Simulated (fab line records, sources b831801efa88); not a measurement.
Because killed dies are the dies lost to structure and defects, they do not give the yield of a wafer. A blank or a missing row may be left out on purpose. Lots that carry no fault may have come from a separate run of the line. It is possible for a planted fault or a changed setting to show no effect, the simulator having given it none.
fab line records	flow gf180mcu
[record] lots = 6	wafers = 18	last_day = 34
route steps=602 shown TOP_METAL@577 PASSIVATION@587
lots with no fault: from the same line, run without faults
start_h: start of the lot's first displayed wafer, in hours after the record's first day	wait_h: hours from the lot's prior step to this one	" identical to the entry in the row above	L1.1+2: a single row standing in for several wafers	- no value, or no start was given	* or withheld: withheld	< > ~ a bound
route shown NAME@n: names a module that has steps shown in the file, with the first one's number in the route	usual: the fault-free wafers' mean and standard deviation	same: alike in all rows	chamber/n: place in a boat	sites: per-site readings	_std_site: how widely they spread, as a standard deviation	_edge_site: outer sites' mean less inner sites'	radius_mm: how far each site lies from the wafer's centre	mask NAME#n: copy n	behind: the last tool/chamber to shape the wafer	hold: cause of the lot's hold/its duration in hours/its outcome	device: which transistor (n, p or np) failed to switch	end of line: tests of these same wafers at the route's end	step lacking rows: just its recipe	killed: at the first sort, the dies lost to defects and structure; wafer yield is something else	map: a wafer's dies, x killed, . not, _ none there
set.NAME: the setting as run; set.NAME@STEP: as run at that earlier step	model.NAME: the simulator's own value behind a step, which no gauge read
lots seen at some steps along the route; tables by step, rows by wafer
services: the hour from which a tool's chamber was out of use, counted from the record's first day as start_h (under 0 if before that day), plus the number of hours and why
[[steps]]
[step GF_TOP_METAL_SOFTBAKE_10]
[recipe] temp_c = 90	time_s = 60	resist = NOVOLAK
[step GF_TOP_METAL_EXPOSE_11]
[recipe] mask_id = MetalTop	target_cd_nm = 440	na = 0.6	source_shape = conventional	sigma_outer = 0.6	dose_mj = 170
[step GF_TOP_METAL_PEB_12]
[recipe] temp_c = withheld	time_s = *	resist = NOVOLAK
[step GF_TOP_METAL_DEVELOP_13]
[recipe] develop_time_s = 60	dev_temp_c = 23
[step GF_TOP_METAL_CD_MEAS_14]
[recipe] target_cd_nm = 440
[usual] cd_nm = 440.3/2.4
lot.wafer	tool	chamber	start_h	wait_h	cd_nm
L137.2	cd_sem-02	-	656.89	0.1	444.6
L137.4	"	-	"	"	442.9
L137.5	"	-	"	"	444.4
L143.1	cd_sem-02	-	698.87	0.1	441.9
L143.4	"	-	"	"	443.3
L143.5	"	-	"	"	440.9
L144.2	cd_sem-02	-	707.97	0.1	441.2
L144.4	"	-	"	"	441.1
L144.6	"	-	"	"	441.5
L151.2	cd_sem-01	-	744.49	0.2	440.7
L151.3	"	-	"	"	443.0
L151.5	"	-	"	"	443.7
L155.1	cd_sem-01	-	773.42	0.1	444.9
L155.2	"	-	"	"	443.5
L155.4	"	-	"	"	445.2
L159.1	cd_sem-02	-	790.37	0.1	441.9
L159.2	"	-	"	"	441.8
L159.5	"	-	"	"	440.3
[step GF_TOP_METAL_OVL_MEAS_15]
[usual] TOP_METAL_OVL = -1.2/1.5
lot.wafer	tool	chamber	start_h	wait_h	TOP_METAL_OVL[nm]
L137.2	overlay-02	-	657.00	0.1	-1.5
L137.4	"	-	"	"	-0.9
L137.5	"	-	"	"	-2.8
L143.1	overlay-02	-	698.99	0.1	-0.5
L143.4	"	-	"	"	-0.3
L143.5	"	-	"	"	0.3
L144.2	overlay-01	-	708.08	0.1	-2.4
L144.4	"	-	"	"	-1.7
L144.6	"	-	"	"	-3.1
L151.2	overlay-02	-	744.60	0.1	-3.0
L151.3	"	-	"	"	-1.9
L151.5	"	-	"	"	-1.3
L155.1	overlay-01	-	773.54	0.1	-2.1
L155.2	"	-	"	"	-2.6
L155.4	"	-	"	"	-3.2
L159.1	overlay-02	-	790.49	0.1	1.1
L159.2	"	-	"	"	0.8
L159.5	"	-	"	"	0.7
[step GF_TOP_METAL_METAL_ETCH_16]
[recipe] chemistry = Cl2/BCl3	mask_material = NOVOLAK	target_depth_nm = 1197	stop_on = SiO2	pressure_mtorr = 8	icp_w = 800	bias_w = 140	Cl2_flow_sccm = 80	bcl3_flow_sccm = 40	time_s = 199.5
[usual] drypump_motor_current_A = 5.8/0.3	mfc_cl2_sccm = 79.99/0.24	oes_product_au = 0.990/0.0063	rf_fwd_power_W = 796.5/2.5	throttle_valve_pct = 28.230/0.011
[same] time_s = 199.5
lot.wafer	tool	chamber	start_h	wait_h	drypump_motor_current_A	mfc_cl2_sccm	oes_product_au	rf_fwd_power_W	rf_hours_counter_h	throttle_valve_pct
L137.2	rie_metal-01	1	657.03	0.0	6.1	79.79	0.991	796.2	14	28.227
L137.4	"	0	"	"	5.3	79.83	0.976	795.8	-	28.243
L137.5	"	1	"	"	6.1	79.89	0.983	796.8	-	28.238
L143.1	rie_metal-03	1	699.03	0.0	6.1	79.90	0.989	794.2	15	28.218
L143.4	"	1	"	"	6.1	80.21	0.993	793.4	-	28.234
L143.5	"	1	"	"	6.1	79.74	0.987	789.6	-	28.240
L144.2	rie_metal-04	1	708.11	0.0	5.6	79.94	0.996	799.1	8	28.216
L144.4	"	1	"	"	5.6	80.14	0.997	798.8	-	28.233
L144.6	"	0	"	"	5.8	80.17	0.995	797.1	-	28.207
L151.2	rie_metal-01	0	744.63	0.0	5.3	80.53	0.987	794.0	11	28.226
L151.3	"	0	"	"	5.3	80.44	0.988	797.4	-	28.244
L151.5	"	0	"	"	5.3	80.00	0.990	794.9	-	28.247
L155.1	rie_metal-03	1	773.58	0.0	6.2	79.43	0.982	791.5	1	28.242
L155.2	"	0	"	"	5.9	80.39	0.993	795.9	14	28.240
L155.4	"	0	"	"	5.9	80.01	0.989	799.5	-	28.206
L159.1	rie_metal-01	1	790.53	0.0	6.0	80.27	0.994	799.6	5	28.210
L159.2	"	0	"	"	5.3	79.92	0.971	800.2	13	28.245
L159.5	"	0	"	"	5.3	79.69	0.984	796.1	-	28.255
[step GF_TOP_METAL_STRIP_17]
[recipe] chemistry = O2/N2	power_w = 1400	pressure_mtorr = 1500	platen_temp_c = 250	o2_flow_sccm = 3000	n2_flow_sccm = 300	overash_fraction = 0.5
[usual] drypump_motor_current_A = 5.9/0.43	heater_power_w = 371/35	o2_flow_sccm = 3000/8.7	oes_product_au = 0.709/0.0049	platen_temp_c = 249.97/0.19	strip_time_to_endpoint_s = 12.88/0.088
lot.wafer	tool	chamber	start_h	wait_h	drypump_motor_current_A	heater_power_w	o2_flow_sccm	oes_product_au	platen_temp_c	rf_hours_counter_h	strip_time_to_endpoint_s
L137.2	plasma_asher-01	1	657.22	0.1	6.2	360	2998	0.707	249.80	25	13.02
L137.4	"	1	"	"	6.2	358	2988	0.703	249.79	-	13.04
L137.5	"	0	"	"	6.0	338	2987	0.717	249.82	-	12.96
L143.1	plasma_asher-02	1	699.22	0.1	6.1	336	3004	0.712	250.22	90	12.91
L143.4	"	0	"	"	6.5	348	2993	0.700	249.93	-	12.88
L143.5	"	1	"	"	6.1	345	2996	0.707	250.17	-	12.91
L144.2	plasma_asher-01	0	708.30	0.1	5.9	336	2994	0.706	249.99	31	12.80
L144.4	"	0	"	"	5.9	342	2989	0.708	250.11	-	12.85
L144.6	"	1	"	"	6.2	367	2983	0.710	250.17	-	12.81
L151.2	plasma_asher-01	0	744.82	0.1	5.9	343	3002	0.708	250.10	35	12.93
L151.3	"	1	"	"	6.2	361	2986	0.712	249.93	-	12.90
L151.5	"	0	"	"	5.9	338	2993	0.702	249.82	-	12.90
L155.1	plasma_asher-03	0	773.77	0.1	5.7	376	3001	0.709	250.25	67	13.01
L155.2	"	1	"	"	5.0	424	2994	0.704	250.01	67	12.77
L155.4	"	1	"	"	5.1	444	3004	0.713	249.83	-	12.84
L159.1	plasma_asher-02	0	790.72	0.1	6.5	350	3005	0.709	250.27	100	12.83
L159.2	"	1	"	"	6.1	342	3021	0.710	249.77	100	13.11
L159.5	"	1	"	"	6.0	338	3007	0.716	249.82	-	13.00
[step GF_TOP_METAL_STRIP_18]
[recipe] chemistry = post_etch_residue_remover	time_s = 1200	temp_c = 72.5
[step GF_TOP_METAL_CLEAN_19]
[recipe] chemistry = DIW	dry = n2_spin
[step GF_PASSIVATION_CVD_00]
[recipe] material = SiO2	target_thk_nm = 1000	precursor = TEOS	temp_c = 400	time_s = 111.95	rf_w = 600
[usual] heater_power_w = 662/110	rf_fwd_power_W = 596.6/2
[same] time_s = 111.95
lot.wafer	tool	chamber	start_h	wait_h	heater_power_w	rf_fwd_power_W
L137.2	pecvd-03	0	657.76	0.0	596	600.2
L137.4	"	2	"	"	672	594.6
L137.5	"	0	"	"	460	597.5
L143.1	pecvd-02	1	699.75	0.0	749	597.6
L143.4	"	2	"	"	647	599.5
L143.5	"	0	"	"	630	600.9
L144.2	pecvd-02	0	708.83	0.0	723	596.7
L144.4	"	2	"	"	615	599.7
L144.6	"	1	"	"	744	596.0
L151.2	pecvd-01	1	745.38	0.0	509	594.4
L151.3	"	0	"	"	754	597.4
L151.5	"	1	"	"	403	593.4
L155.1	pecvd-02	1	774.30	0.0	747	596.6
L155.2	"	2	"	"	616	596.3
L155.4	"	1	"	"	818	594.3
L159.1	pecvd-01	1	791.25	0.0	439	595.1
L159.2	"	2	"	"	613	595.0
L159.5	"	0	"	"	733	596.0
[step GF_PASSIVATION_THK_MEAS_01]
[recipe] reads = SiO2_of_PASSIVATION_CVD_00
[usual] PASSIVATION_CVD_00_THK = 999/14
lot.wafer	tool	chamber	start_h	wait_h	PASSIVATION_CVD_00_THK[nm]
L137.2	film_metro-02	-	657.85	0.0	990
L137.4	"	-	"	"	1019
L137.5	"	-	"	"	1009
L143.1	film_metro-02	-	699.83	0.0	986
L143.4	"	-	"	"	988
L143.5	"	-	"	"	1022
L144.2	film_metro-03	-	708.92	0.0	1008
L144.4	"	-	"	"	1001
L144.6	"	-	"	"	1007
L151.2	film_metro-02	-	745.47	0.0	992
L151.3	"	-	"	"	998
L151.5	"	-	"	"	1004
L155.1	film_metro-01	-	774.38	0.0	990
L155.2	"	-	"	"	977
L155.4	"	-	"	"	1018
L159.1	film_metro-02	-	791.33	0.0	970
L159.2	"	-	"	"	971
L159.5	"	-	"	"	1009
[step GF_PASSIVATION_CVD_02]
[recipe] material = Si3N4	target_thk_nm = 700	time_s = 486.18	temp_c = 400	rf_w = 450
[usual] heater_power_w = 737/110	rf_fwd_power_W = 449.4/1.3
lot.wafer	tool	chamber	start_h	wait_h	heater_power_w	rf_fwd_power_W	model.Si3N4_of_PASSIVATION_CVD_02.thk_nm
L137.2	pecvd-02	2	657.90	0.0	648	450.1	703.6
L137.4	"	0	"	"	798	448.4	709.7
L137.5	"	1	"	"	848	451.7	720.5
L143.1	pecvd-03	1	699.89	0.1	840	451.0	894.9
L143.4	"	2	"	"	717	448.5	720.8
L143.5	"	1	"	"	874	450.5	707.5
L144.2	pecvd-03	1	708.97	0.0	881	451.2	902.9
L144.4	"	0	"	"	613	449.7	702.1
L144.6	"	1	"	"	738	451.3	720.5
L151.2	pecvd-02	2	745.52	0.0	645	450.6	682.4
L151.3	"	1	"	"	714	448.8	695.4
L151.5	"	1	"	"	809	449.1	691.3
L155.1	pecvd-03	0	774.44	0.1	528	448.3	686
L155.2	"	1	"	"	807	447.7	697.4
L155.4	"	0	"	"	572	448.2	695
L159.1	pecvd-02	2	791.39	0.1	590	447.7	710.6
L159.2	"	0	"	"	799	447.8	694.7
L159.5	"	2	"	"	639	448.5	718.4
[step GF_PASSIVATION_THK_MEAS_03]
[recipe] reads = Si3N4_of_PASSIVATION_CVD_02
[usual] PASSIVATION_CVD_02_THK = 702/9.7
lot.wafer	tool	chamber	start_h	wait_h	PASSIVATION_CVD_02_THK[nm]
L137.2	film_metro-02	-	658.20	0.2	704
L137.4	"	-	"	"	710
L137.5	"	-	"	"	721
L143.1	film_metro-02	-	700.18	0.1	895
L143.4	"	-	"	"	721
L143.5	"	-	"	"	708
L144.2	film_metro-03	-	709.27	0.2	903
L144.4	"	-	"	"	702
L144.6	"	-	"	"	721
L151.2	film_metro-02	-	745.99	0.3	682
L151.3	"	-	"	"	695
L151.5	"	-	"	"	691
L155.1	film_metro-01	-	774.73	0.1	686
L155.2	"	-	"	"	698
L155.4	"	-	"	"	695
L159.1	film_metro-03	-	791.68	0.1	711
L159.2	"	-	"	"	695
L159.5	"	-	"	"	718
[step GF_PASSIVATION_DEHYDRATE_04]
[recipe] temp_c = 200	time_s = 60
[step GF_PASSIVATION_HMDS_05]
[recipe] prime_time_s = 60	prime_temp_c = 120
[step GF_PASSIVATION_COAT_06]
[recipe] spin_rpm = 2000	resist_thk_nm = 4000
[step GF_PASSIVATION_SOFTBAKE_07]
[recipe] temp_c = 110	time_s = withheld
[step GF_PASSIVATION_EXPOSE_08]
[recipe] mask_id = Pad	target_cd_nm = 40000	na = 0.57	dose_mj = 310
[step GF_PASSIVATION_PEB_09]
[recipe] temp_c = 115	time_s = withheld
[step GF_PASSIVATION_DEVELOP_10]
[recipe] develop_time_s = 60	dev_temp_c = 23
[step GF_PASSIVATION_ETCH_11]
[recipe] chemistry = CF4/O2	target_depth_nm = 2040	stop_on = TiN	source_w = 800	bias_w = 150	pressure_mtorr = 150	cf4_flow_sccm = 80	O2_flow_sccm = 10	time_s = 453.3
[usual] cf4_flow_sccm = 79.98/0.25	drypump_motor_current_A = 5.7/0.31	oes_product_au = 0.990/0.0059	rf_fwd_power_W = 798.4/2.5	throttle_valve_pct = 5.969/0.0088
[same] time_s = 453.3
lot.wafer	tool	chamber	start_h	wait_h	cf4_flow_sccm	drypump_motor_current_A	oes_product_au	rf_fwd_power_W	rf_hours_counter_h	throttle_valve_pct
L137.2	rie_diel-04	0	676.27	-	80.34	5.5	0.986	796.2	6	5.968
L137.4	"	2	"	"	79.70	5.8	0.993	800.6	22	5.959
L137.5	"	3	"	"	80.01	5.8	0.990	797.9	-	5.973
L143.1	rie_diel-03	2	718.32	-	79.97	5.6	0.947	800.4	8	5.951
L143.4	"	0	"	"	80.35	5.9	0.985	802.1	5	5.973
L143.5	"	3	"	"	79.86	5.4	0.993	799.4	-	5.959
L144.2	rie_diel-02	3	727.02	-	79.95	5.9	0.963	800.3	12	5.956
L144.4	"	1	"	"	80.24	5.4	0.999	798.1	11	5.956
L144.6	"	1	"	"	80.42	5.4	0.986	796.7	-	5.972
L151.2	rie_diel-02	0	762.77	-	79.76	5.9	0.989	803.0	28	5.957
L151.3	"	2	"	"	79.66	6.0	0.986	791.2	42	5.967
L151.5	"	0	"	"	79.89	5.9	0.996	802.5	-	5.967
L155.1	rie_diel-04	2	790.07	-	80.33	5.8	0.991	798.7	28	5.964
L155.2	"	3	"	"	80.37	5.8	0.997	799.6	7	5.962
L155.4	"	0	"	"	79.83	5.5	0.994	796.3	11	5.967
L159.1	rie_diel-03	1	805.97	-	79.92	5.1	0.985	798.3	41	5.971
L159.2	"	3	"	"	79.90	5.4	1.001	798.6	13	5.944
L159.5	"	1	"	"	79.58	5.1	0.979	796.1	-	5.975
[step GF_PASSIVATION_STRIP_12]
[recipe] chemistry = O2/N2	power_w = 1400	pressure_mtorr = 1500	platen_temp_c = 250	o2_flow_sccm = 3000	n2_flow_sccm = 300	overash_fraction = 0.5
[usual] drypump_motor_current_A = 5.6/0.41	heater_power_w = 357/38	o2_flow_sccm = 3001/8.3	oes_product_au = 0.718/0.0045	platen_temp_c = 250.02/0.19	strip_time_to_endpoint_s = 32.86/0.25
lot.wafer	tool	chamber	start_h	wait_h	drypump_motor_current_A	heater_power_w	o2_flow_sccm	oes_product_au	platen_temp_c	rf_hours_counter_h	strip_time_to_endpoint_s
L137.2	plasma_asher-04	1	676.53	0.1	5.1	345	2998	0.705	250.21	103	32.63
L137.4	"	1	"	"	5.1	346	3000	0.714	250.20	-	32.57
L137.5	"	0	"	"	5.7	331	2998	0.722	249.95	-	32.36
L143.1	plasma_asher-03	0	718.58	0.1	5.7	380	3010	0.723	250.27	61	32.96
L143.4	"	1	"	"	5.1	456	2978	0.715	250.21	-	32.99
L143.5	"	0	"	"	5.7	380	3001	0.717	250.07	-	32.42
L144.2	plasma_asher-01	1	727.29	0.1	6.2	355	3012	0.716	250.03	33	32.78
L144.4	"	0	"	"	6.0	339	2987	0.719	250.26	-	32.89
L144.6	"	0	"	"	5.9	339	3007	0.718	250.10	-	32.93
L151.2	plasma_asher-04	1	763.04	0.1	5.1	333	3012	0.725	250.12	2	32.65
L151.3	"	0	"	"	5.7	315	2998	0.727	250.21	-	33.09
L151.5	"	1	"	"	5.1	334	3003	0.719	249.78	-	32.66
L155.1	plasma_asher-04	0	790.34	0.1	5.7	317	2997	0.721	249.97	4	32.97
L155.2	"	1	"	"	5.1	332	3002	0.724	250.02	4	32.55
L155.4	"	1	"	"	5.1	328	3010	0.717	249.86	-	32.82
L159.1	plasma_asher-03	0	806.24	0.1	5.7	382	3004	0.713	250.11	71	33.17
L159.2	"	1	"	"	5.0	442	3003	0.721	250.07	71	32.82
L159.5	"	1	"	"	5.1	439	2997	0.718	249.90	-	33.18
[[services]]
tool	chamber	start_h	hours	kind
rie_diel-04	-	634.73	2.8	pm
rie_diel-03	3	647.43	2.3	repair
rie_metal-03	0	650.95	12.1	repair
pecvd-02	0	670.97	2.5	repair
plasma_asher-01	-	671.19	3.8	repair
rie_metal-01	1	680.53	-	clean
rie_metal-01	1	680.53	15.4	scheduled_down
rie_metal-01	1	680.53	15.4	vent_cycle
pecvd-03	0	686.84	9.5	repair
pecvd-02	0	700.02	7.0	repair
rie_metal-04	-	717.27	28.1	pm
pecvd-02	0	724.72	22.1	repair
rie_metal-03	1	729.74	-	clean
plasma_asher-04	-	733.75	9.0	pm
plasma_asher-04	0	733.75	9.0	vent_cycle
plasma_asher-04	1	733.75	9.0	vent_cycle
plasma_asher-01	-	736.90	1.8	repair
pecvd-02	-	741.03	2.8	pm
plasma_asher-04	0	742.75	-	clean
plasma_asher-04	1	742.75	-	clean
rie_diel-02	1	750.57	15.6	repair
pecvd-01	-	751.10	1.1	repair
rie_diel-04	-	765.28	0.9	repair
rie_metal-04	-	772.76	2.8	pm
[[key]]
[first_sign] step = GF_PASSIVATION_THK_MEAS_03	reading = PASSIVATION_CVD_02_THK	direction = up	sigmas = 20	usual = 702	struck = 899
[effect] step = GF_PASSIVATION_ETCH_11	reading = oes_product_au	direction = down	sigmas = 5.8	usual = 0.990	struck = 0.955
[model_effect] step = GF_PASSIVATION_CVD_02	value = Si3N4_of_PASSIVATION_CVD_02.thk_nm	without = 702.2	struck = 898.9
met_at GF_PASSIVATION_CVD_02
struck_wafers L143.1,L144.2
later_rows_left_out L143.1
sort_left_out L143.1
[fault] kind = process_parameter_drift	tool = pecvd-03	chamber = -	onset_h = 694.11	steps = GF_PASSIVATION_CVD_02	channel = target_thk_nm	offset = 198.17	shape = step	end_h = 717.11	scope = struck_wafers_only	acts_in = these_recipes_only	stated = 700
// sort_left_out: the simulated sort isn't trusted on such a fault, so these wafers' sort isn't shown, and their yield isn't known
// later_rows_left_out: the simulator's readings of these wafers behind a module that went badly wrong aren't trusted and aren't shown, but for the sort
